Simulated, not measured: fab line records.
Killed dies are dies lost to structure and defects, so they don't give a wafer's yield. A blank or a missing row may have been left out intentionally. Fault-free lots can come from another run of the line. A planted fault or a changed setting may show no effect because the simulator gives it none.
8D (eight disciplines) problem report, filled in by code -- flow sky130 -- the parts of the form that need people (team, actions taken, sign-off) are left out

== 1. WHAT WENT WRONG ==
At SKY_METAL5_STRIP_16, strip-time-to-endpoint-s averages 9.46 s over 9 wafers from 3 lots, while fault-free wafers read 13.00 s, standard deviation 0.15. Relative to the usual mean, that is a shift of -24 standard deviations.
The step: strips in O2/N2.
Earliest sighting: wafer L464.3 on plasma-asher-02 at day 47 02:21. Wafers with a number at this step in the record: 33, from 11 lots. Rule for "out" (also "out of limits"): further than 4 standard deviations from the usual mean. The rest of the wafers with a number are treated as sound.

== 2. WHAT IT IS AND WHAT IT IS NOT ==
question,is,is not
which readings at this step,"strip-time-to-endpoint-s, oes-product-au","drypump-motor-current-A, n2-flow-sccm"
which lots,"L464, L465, L468","L460, L461, L462, L471, L472, L473, L474, L475"
which wafers of those lots,all that have a number,-
read on which tools,"plasma-asher-02, plasma-asher-03",-
when,from day 47 02:21,"up to then (9 sound wafers); but 15 sound wafers of L471, L472, L473, L474, L475 came after"

== 3. WHAT RULES OUT EACH SUSPECT ==
Counting: a tool at any process step up to the reading remains a suspect when it ran all the lots that are out and ran no sound lot after the first of those.
- rie-metal-02 at SKY_METAL5_METAL_ETCH_15 (etches the open film in Cl2/BCl3, stops on SiO2, target depth 1260 nm, time 252 s): kept. It ran every lot that is out, first L464 (day 47 02:10), and no sound lot after that; its last sound lot up to then is L462 (day 46 01:58).
Remaining after the count: rie-metal-02 at SKY_METAL5_METAL_ETCH_15.

== 4. THE CAUSE (what the simulator had put in) ==
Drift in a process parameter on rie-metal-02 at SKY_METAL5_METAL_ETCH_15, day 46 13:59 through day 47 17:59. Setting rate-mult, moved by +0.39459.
After counting, this tool was the only one left.

== 5. THE EFFECT CHAIN, in route order ==
Rows list readings where the struck wafers' mean (over those with a number) sits beyond 3 standard deviations from the usual. Only readings whose record carries a usual standard deviation are examined. hours: median over the lots of the time between each lot's start at the first step of this table that gives one and its start at this step. sigmas: the change, counted in usual standard deviations.
hours,step,reading,usual,on struck wafers,change,sigmas
0,SKY_METAL5_STRIP_16,oes-product-au,0.711 a.u.,0.619,-0.092,-19
0,SKY_METAL5_STRIP_16,strip-time-to-endpoint-s,13.00 s,9.46,-3.54,-24
Here are the process steps it includes:
- SKY_METAL5_STRIP_16: strips in O2/N2.

== 6. WHAT WOULD HAVE CAUGHT IT SOONER ==
In this record no reading fell out of limits until day 47 02:21, 12 hours after the fault had begun at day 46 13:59.
Tool readings at SKY_METAL5_METAL_ETCH_15 with a usual standard deviation given in the record: none out on any struck wafer, hence no alarm at a limit of 4 standard deviations on them.
Of the lots that are out (3), L465, L468 began SKY_METAL5_METAL_ETCH_15 on rie-metal-02 after day 47 02:21. A hold on the tool at that time would have spared those 2.
